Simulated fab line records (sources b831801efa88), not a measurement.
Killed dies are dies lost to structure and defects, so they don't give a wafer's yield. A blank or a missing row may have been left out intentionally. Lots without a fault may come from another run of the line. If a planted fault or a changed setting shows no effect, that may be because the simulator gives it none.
Problem report, 8D (eight disciplines) form, completed by code	flow gf180mcu	the parts of the form that need people (team, actions taken, sign-off) are left out

## 1. PROBLEM STATEMENT
Wafers free of any fault read 41.9 nm (standard deviation 0.63) for MIM_CVD_05_THK at GF_MIM_THK_MEAS_06, against a mean of 37.4 nm on 3 wafers of 2 lots. That is -7.1 standard deviations from the usual mean.
The first sign was on wafer L679.4 at day 30 09:41, on filmMetro-02. At this step, 39 wafers from 13 lots have a number in the record. The rule behind "out" and "out of limits": a value lying over 4 standard deviations away from the usual mean. The rest of the wafers with a number are treated as sound.

## 2. WHAT IT IS, WHAT IT ISN'T
question	is	is not
which readings at this step	MIM_CVD_05_THK	-
which lots	L679, L680	L661, L662, L663, L664, L665, L666, L668, L669, L671, L672, L683
which wafers of those lots	L679.4, L680.2, L680.5	L679.5, L679.6, L680.4
read on which gauges	filmMetro-02	filmMetro-01, filmMetro-04
when	from day 30 09:41	up to then (32 sound wafers); but 4 sound wafers of L680, L683 came after

## 3. THE SUSPECTS, EACH WITH WHAT RULES IT OUT
Counting: any tool at a process step up to the reading remains a suspect provided it ran every lot that is out. Sound lots after the first of them don't rule it out here, since some wafers of a struck lot are sound.
- the gauge at GF_MIM_THK_MEAS_06: kept. All the wafers that are out were read on filmMetro-02, and no step on other tools shows them out.
- pecvd-03 at GF_MIM_CVD_05 (deposits Si3N4, target thk 42 nm, time 29.086 s): kept. It ran every lot that is out, first L679 (day 30 09:38); its last sound lot up to then is L666 (day 27 03:02).
- At GF_MIM_CVD_05, inside pecvd-03: chamber 1 took the wafers that are out, while their sound lot-mates went through chambers 0, 2.
Remaining after the count are pecvd-03 at GF_MIM_CVD_05 and filmMetro-02 at GF_MIM_THK_MEAS_06.

## 4. THE CAUSE (what the simulator had put in)
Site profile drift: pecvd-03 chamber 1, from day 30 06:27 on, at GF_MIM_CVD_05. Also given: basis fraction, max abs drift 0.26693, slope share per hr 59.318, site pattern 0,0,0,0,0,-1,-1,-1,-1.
2 suspects survive the count, and this tool is in that group.

## 5. SEQUENCE OF EFFECTS, ordered by route
Rows list readings where the struck wafers' mean (over those with a number) sits beyond 3 standard deviations from the usual. Only readings for which the record gives a usual standard deviation are gone through. hours: the time from each lot's start at the first step in this table that gives one to its start at this step, as a median over the lots. sigmas: the change in usual standard deviations.
hours	step	reading	usual	on struck wafers	change	sigmas
0	GF_MIM_THK_MEAS_06	MIM_CVD_05_THK	41.9 nm	37.4	-4.5	-7.1

## 6. WHAT WOULD HAVE CAUGHT IT SOONER
In this record the first reading out of limits at a measuring or inspecting step was taken at day 30 09:41, 3 hours after the fault began at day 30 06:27.
An alarm limit of 4 standard deviations would not have fired on the tool readings at GF_MIM_CVD_05 for which the record gives a usual standard deviation, since none of them was out on any struck wafer.
L680, from the lots that are out (2), started GF_MIM_CVD_05 on pecvd-03 later than day 30 09:41. Had the tool been put on hold then, it would have been spared.
